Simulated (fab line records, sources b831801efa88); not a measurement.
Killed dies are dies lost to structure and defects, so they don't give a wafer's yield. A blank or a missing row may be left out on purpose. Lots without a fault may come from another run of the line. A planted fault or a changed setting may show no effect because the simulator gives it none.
fab line records | flow gf180mcu
record lots=13 wafers=37 last_day=34
route steps=602 shown STI@14 PSD@256 CONTACT@302
lots that met no fault: from a run of the same line without faults
start_h: hours from the record's first day to the start of the lot's first wafer shown | wait_h: hours since the lot's step before | " the same as in the row above | L1.1+2: a row that stands for several wafers | - no value, or no start given | * or withheld: withheld | < > ~ a bound
route shown NAME@n: a module of which the file shows steps, and the number in the route of the first | usual: mean/standard deviation of fault-free wafers | same: alike in all rows | chamber/n: place in a boat | sites: the reading at each site | _std_site: their standard deviation | _edge_site: outer sites' mean less inner sites' | radius_mm: how far each site lies from the wafer's centre | mask NAME#n: copy n | behind: the tool/chamber that last shaped the wafer | hold: why the lot was held/for how many hours/how that ended | device: the transistor (n, p or np) that didn't switch | end of line: the same wafers' tests at the end of the route | a step without rows: its recipe alone | killed: dies lost to structure and defects at the first sort, not the wafer's yield | map: a wafer's dies, x killed, . not, _ none there
set.NAME: the setting as run; set.NAME@STEP: as run at that earlier step | model.NAME: the simulator's own value behind a step, which no gauge read
steps of the route over a sample of lots; a table a step, a row a wafer
services: from which hour (start_h, from the record's first day; less than 0 if before it) a tool's chamber was out of use, for how many hours, and why
## steps
# step GF_STI_ETCH_13
# recipe chemistry=CHF3/O2 stop_on=Si over_etch_frac=0.3 target_depth_a=2823.1 source_w=600 bias_w=200 pressure_mtorr=40 chf3_flow_sccm=50 O2_flow_sccm=5 time_s=112.9
# usual drypump_motor_current_A=5.5/0.48 oes_product_au=0.832/0.0065 over_etch_frac=0.3/0 throttle_valve_pct=8.810/0.0088
# columns lot.wafer tool chamber start_h wait_h drypump_motor_current_A oes_product_au over_etch_frac rf_hours_counter_h throttle_valve_pct
L339.1 rie_diel-04 2 25.68 0.1 5.7 0.829 0.3 3 8.798
L339.3 " 3 " " 5.3 0.831 0.3 149 8.809
L339.6 " 0 " " 6.2 0.823 0.3 - 8.812
L340.3 rie_diel-01 0 31.38 0.1 5.6 0.835 0.3 58 8.823
L340.4 " 1 " " 5.0 0.822 0.3 113 8.812
L340.6 " 1 " " 5.0 0.830 0.3 - 8.826
L343.1 rie_diel-04 2 45.77 0.1 5.7 0.841 0.3 4 8.813
L343.2 " 0 " " 6.2 0.840 0.3 134 8.812
L343.4 " 3 " " 5.3 0.842 0.3 149 8.824
L345.3 rie_diel-04 2 56.17 0.1 5.7 0.840 0.3 4 8.807
L345.4 " 0 " " 6.2 0.837 0.3 134 8.797
L345.5 " 3 " " 5.3 0.834 0.3 - 8.803
L346.1 rie_diel-01 3 62.41 0.1 6.3 0.833 0.3 2 8.799
L346.3 " 0 " " 5.6 0.839 0.3 59 8.820
L346.5 " 1 " " 5.0 0.834 0.3 - 8.809
L347.1 rie_diel-02 1 68.47 0.1 5.3 0.834 0.3 106 8.796
L347.5 " 2 " " 5.3 0.831 0.3 - 8.820
L347.6 " 1 " " 5.3 0.832 0.3 - 8.821
L353.3 rie_diel-04 0 97.83 0.1 6.2 0.818 0.3 135 8.815
L353.5 " 3 " " 5.3 0.751 0.53305 - 8.801
L354.4 rie_diel-04 0 103.02 0.0 6.2 0.761 0.53305 135 8.784
L354.5 " 0 " " 6.2 0.758 0.53305 - 8.811
L354.6 " 3 " " 5.3 0.837 0.3 - 8.808
L355.3 rie_diel-04 0 108.11 0.1 6.2 0.827 0.3 135 8.802
L355.4 " 3 " " 5.3 0.763 0.53305 151 8.793
L356.1 rie_diel-01 1 113.68 0.1 5.0 0.820 0.3 115 8.802
L356.3 " 3 " " 6.3 0.826 0.3 4 8.814
L356.5 " 1 " " 5.0 0.829 0.3 - 8.821
L357.1 rie_diel-02 0 120.87 0.1 5.5 0.841 0.3 66 8.798
L357.3 " 1 " " 5.3 0.844 0.3 108 8.806
L357.5 " 1 " " 5.3 0.838 0.3 - 8.805
L358.2 rie_diel-02 3 124.01 0.1 5.4 0.833 0.3 32 8.806
L358.3 " 0 " " 5.4 0.823 0.3 66 8.800
L358.5 " 2 " " 5.3 0.831 0.3 - 8.798
L362.2 rie_diel-01 3 143.78 0.1 6.2 0.833 0.3 4 8.825
L362.3 " 0 " " 5.6 0.836 0.3 61 8.812
L362.4 " 2 " " 6.5 0.824 0.3 88 8.807
# step GF_STI_STRIP_15
# recipe chemistry=O2/N2 power_w=1400 pressure_mtorr=1500 platen_temp_c=250 o2_flow_sccm=3000 n2_flow_sccm=300 overash_fraction=0.5
# usual drypump_motor_current_A=5.92/0.3 heater_power_w=332/26 oes_product_au=0.383/0.0053 strip_time_to_endpoint_s=3.73/0.042
# columns lot.wafer tool chamber start_h wait_h drypump_motor_current_A heater_power_w oes_product_au rf_hours_counter_h strip_time_to_endpoint_s
L339.1 plasma_asher-02 1 25.83 0.0 6.14 327 0.387 22 3.73
L339.3 " 1 " " 6.15 330 0.382 - 3.74
L339.6 " 0 " " 6.25 335 0.380 - 3.65
L340.3 plasma_asher-01 1 31.56 0.1 5.38 376 0.385 - 3.76
L340.4 " 0 " " 5.79 294 0.384 - 3.73
L340.6 " 0 " " 5.79 289 0.385 - 3.75
L343.1 plasma_asher-04 1 45.92 0.0 6.20 319 0.388 40 3.75
L343.2 " 0 " " 5.84 356 0.381 40 3.66
L343.4 " 0 " " 5.86 349 0.383 - 3.75
L345.3 plasma_asher-01 1 56.36 0.1 5.41 363 0.378 - 3.69
L345.4 " 0 " " 5.87 297 0.379 - 3.64
L345.5 " 1 " " 5.40 365 0.383 - 3.70
L346.1 plasma_asher-01 1 62.56 0.0 5.40 364 0.374 40 3.69
L346.3 " 1 " " 5.37 361 0.381 - 3.76
L346.5 " 0 " " 5.88 298 0.377 - 3.79
L347.1 plasma_asher-04 1 68.62 0.0 6.20 309 0.388 42 3.71
L347.5 " 0 " " 5.85 348 0.391 - 3.79
L347.6 " 1 " " 6.21 313 0.387 - 3.73
L353.3 plasma_asher-04 0 98.03 0.1 5.85 355 0.379 - 3.69
L353.5 " 1 " " 6.20 316 0.369 - 3.30
L354.4 plasma_asher-04 1 103.21 0.1 6.19 319 0.360 - 3.23
L354.5 " 0 " " 5.84 351 0.367 - 3.23
L354.6 " 1 " " 6.21 319 0.374 - 3.71
L355.3 plasma_asher-01 1 108.29 0.1 5.38 363 0.378 - 3.68
L355.4 " 0 " " 5.81 299 0.365 - 3.19
L356.1 plasma_asher-02 1 113.83 0.0 6.12 327 0.387 31 3.75
L356.3 " 1 " " 6.18 331 0.380 - 3.65
L356.5 " 1 " " 6.14 327 0.398 - 3.80
L357.1 plasma_asher-01 1 121.02 0.0 5.38 368 0.380 45 3.70
L357.3 " 1 " " 5.39 362 0.375 - 3.70
L357.5 " 0 " " 5.85 311 0.378 - 3.67
L358.2 plasma_asher-02 0 124.16 0.0 6.24 333 0.384 33 3.71
L358.3 " 1 " " 6.18 320 0.382 - 3.73
L358.5 " 1 " " 6.10 326 0.380 - 3.76
L362.2 plasma_asher-01 0 143.93 0.0 5.85 300 0.371 47 3.68
L362.3 " 1 " " 5.43 374 0.394 - 3.72
L362.4 " 0 " " 5.85 294 0.383 - 3.79
# step GF_PSD_OVL_MEAS_08
# usual PSD_OVL=0.4/1.2
# columns lot.wafer tool chamber start_h wait_h PSD_OVL[nm]
L339.1 overlay-01 - 319.84 0.1 0.7
L339.3 " - " " -0.9
L339.6 " - " " 0.1
L340.3 overlay-01 - 327.52 0.1 0.3
L340.4 " - " " 0.0
L340.6 " - " " 0.9
L343.1 overlay-01 - 354.60 0.1 1.4
L343.2 " - " " -0.4
L343.4 " - " " 0.7
L345.3 overlay-02 - 369.57 0.1 0.9
L345.4 " - " " 0.3
L345.5 " - " " 0.0
L346.1 overlay-02 - 377.99 0.1 0.2
L346.3 " - " " -0.9
L346.5 " - " " 0.6
L347.1 overlay-02 - 385.31 0.1 0.4
L347.5 " - " " -0.7
L347.6 " - " " -0.5
L353.3 overlay-01 - 434.83 0.1 1.3
L353.5 " - " " 0.3
L354.4 overlay-02 - 459.46 0.1 -1.2
L354.5 " - " " 0.9
L354.6 " - " " 1.7
L355.3 overlay-01 - 460.56 0.1 2.8
L355.4 " - " " 0.6
L356.1 overlay-02 - 475.84 0.1 0.0
L356.3 " - " " 0.4
L356.5 " - " " -0.7
L357.1 overlay-02 - 476.60 0.1 0.5
L357.3 " - " " 0.0
L357.5 " - " " 0.4
L358.2 overlay-02 - 493.31 0.1 -0.9
L358.3 " - " " -0.4
L358.5 " - " " -0.3
L362.2 overlay-01 - 520.41 0.1 2.4
L362.3 " - " " 2.7
L362.4 " - " " 3.0
# step GF_CONTACT_OVL_MEAS_15
# usual CONTACT_OVL=0/6.5
# columns lot.wafer tool chamber start_h wait_h CONTACT_OVL[nm]
L339.1 overlay-01 - 363.89 0.1 4
L339.3 " - " " -3
L339.6 " - " " -9
L340.3 overlay-01 - 371.38 0.1 1
L340.4 " - " " -1
L340.6 " - " " 3
L343.1 overlay-01 - 403.34 0.1 -2
L343.2 " - " " -11
L343.4 " - " " -5
L345.3 overlay-01 - 415.78 0.1 4
L345.4 " - " " 0
L345.5 " - " " -1
L346.1 overlay-02 - 425.76 0.1 -3
L346.3 " - " " 0
L346.5 " - " " -3
L347.1 overlay-01 - 432.66 0.1 1
L347.5 " - " " 6
L347.6 " - " " -2
L353.3 overlay-01 - 484.82 0.1 -6
L353.5 " - " " -6
L354.4 overlay-01 - 508.64 0.1 -3
L354.5 " - " " 4
L354.6 " - " " 9
L355.3 overlay-01 - 510.37 0.1 1
L355.4 " - " " -10
L356.1 overlay-01 - 525.19 0.1 8
L356.3 " - " " 10
L356.5 " - " " 3
L357.1 overlay-01 - 526.97 0.1 15
L357.3 " - " " 10
L357.5 " - " " 11
L358.2 overlay-01 - 542.23 0.1 -3
L358.3 " - " " -5
L358.5 " - " " -3
L362.2 overlay-01 - 566.87 0.1 -7
L362.3 " - " " 8
L362.4 " - " " 1
# step GF_CONTACT_ETCH_16
# recipe chemistry=N2/H2 target_depth_a=withheld overetch_a=withheld time_s=withheld target=BARC ion_energy_ev=200 source_w=500 bias_w=100 pressure_mtorr=30 n2_flow_sccm=100 h2_flow_sccm=200
# usual drypump_motor_current_A=5.5/0.47 oes_product_au=0.855/0.0047 throttle_valve_pct=13.225/0.0092
# columns lot.wafer tool chamber start_h wait_h drypump_motor_current_A oes_product_au throttle_valve_pct
L339.1 rie_diel-01 2 363.93 0.0 6.5 0.849 13.225
L339.3 " 3 " " 6.2 0.847 13.233
L339.6 " 2 " " 6.5 0.852 13.228
L340.3 rie_diel-02 0 371.41 0.0 5.4 0.855 13.238
L340.4 " 3 " " 5.4 0.861 13.239
L340.6 " 1 " " 5.3 0.852 13.226
L343.1 rie_diel-04 0 403.38 0.0 6.2 0.861 13.232
L343.2 " 2 " " 5.7 0.856 13.218
L343.4 " 1 " " 4.7 0.859 13.209
L345.3 rie_diel-02 3 415.81 0.0 5.4 0.865 13.222
L345.4 " 0 " " 5.4 0.845 13.225
L345.5 " 1 " " 5.3 0.860 13.228
L346.1 rie_diel-01 3 425.80 0.0 6.2 0.855 13.214
L346.3 " 1 " " 5.0 0.855 13.221
L346.5 " 0 " " 5.6 0.849 13.219
L347.1 rie_diel-02 2 432.70 0.0 5.3 0.859 13.236
L347.5 " 0 " " 5.5 0.851 13.218
L347.6 " 3 " " 5.4 0.852 13.216
L353.3 rie_diel-02 1 484.85 0.0 5.3 0.859 13.226
L353.5 " 1 " " 5.3 0.862 13.234
L354.4 rie_diel-01 1 508.66 0.0 5.1 0.858 13.229
L354.5 " 0 " " 5.5 0.857 13.233
L354.6 " 1 " " 5.0 0.852 13.214
L355.3 rie_diel-02 3 510.40 0.0 5.4 0.856 13.230
L355.4 " 1 " " 5.3 0.858 13.223
L356.1 rie_diel-04 0 525.22 0.0 6.2 0.858 13.229
L356.3 " 2 " " 5.7 0.853 13.222
L356.5 " 2 " " 5.7 0.858 13.229
L357.1 rie_diel-02 2 527.01 0.0 5.3 0.861 13.243
L357.3 " 0 " " 5.4 0.859 13.237
L357.5 " 0 " " 5.5 0.859 13.221
L358.2 rie_diel-04 3 542.26 0.0 5.3 0.861 13.238
L358.3 " 1 " " 4.7 0.862 13.227
L358.5 " 1 " " 4.7 0.854 13.231
L362.2 rie_diel-02 3 566.90 0.0 5.4 0.858 13.202
L362.3 " 2 " " 5.3 0.849 13.233
L362.4 " 0 " " 5.5 0.855 13.217
## services
# columns tool chamber start_h hours kind
rie_diel-02 - 3.82 14.6 pm
rie_diel-04 0 37.44 5.2 repair
rie_diel-02 0 79.63 13.8 repair
rie_diel-04 - 92.82 0.6 repair
rie_diel-04 1 114.74 5.7 repair
rie_diel-02 2 137.17 5.7 repair
rie_diel-04 1 155.84 10.0 repair
rie_diel-04 2 169.03 4.2 repair
rie_diel-02 - 182.31 0.3 repair
rie_diel-01 - 221.26 0.4 repair
rie_diel-04 3 232.35 10.3 repair
rie_diel-01 0 238.32 1.7 repair
rie_diel-01 1 254.21 6.3 repair
rie_diel-02 1 267.83 18.7 repair
rie_diel-02 - 306.54 0.2 repair
rie_diel-01 0 337.02 1.2 repair
rie_diel-04 - 388.65 0.3 repair
rie_diel-01 - 412.13 5.4 repair
rie_diel-04 1 416.48 4.3 repair
rie_diel-01 1 434.22 4.9 repair
rie_diel-02 2 501.31 7.0 repair
rie_diel-02 0 508.96 6.9 repair
rie_diel-04 2 535.85 9.2 repair
rie_diel-04 - 553.92 14.6 pm
## key
first_sign step=GF_STI_ETCH_13 reading=over_etch_frac direction=up sigmas=99+ usual=0.3 struck=0.53305
effect step=GF_STI_ETCH_13 reading=oes_product_au direction=down sigmas=11 usual=0.832 struck=0.758
effect step=GF_STI_STRIP_15 reading=strip_time_to_endpoint_s direction=down sigmas=12 usual=* struck=*
met_at GF_STI_ETCH_13
struck_lots L353,L354,L355
struck_wafers L353.5,L354.4,L354.5,L355.4
tester_left_out L353,L354,L355
not_acting_at GF_PSD_OVL_MEAS_08,GF_CONTACT_OVL_MEAS_15,GF_CONTACT_ETCH_16
onset_between 56.17 97.83
fault kind=process_parameter_drift tool=rie_diel-04 chamber=- onset_h=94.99 steps=GF_STI_ETCH_13 channel=over_etch_frac offset=0.23305 shape=step end_h=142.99 scope=struck_wafers_only stated=0.3
# tester_left_out: of these lots the tester's yield and bins aren't shown, on N5 and GAA mostly nor the transistor test; their killed dies are dies lost to structure and defects alone, not to doping, threshold or leakage, so they don't give the yield
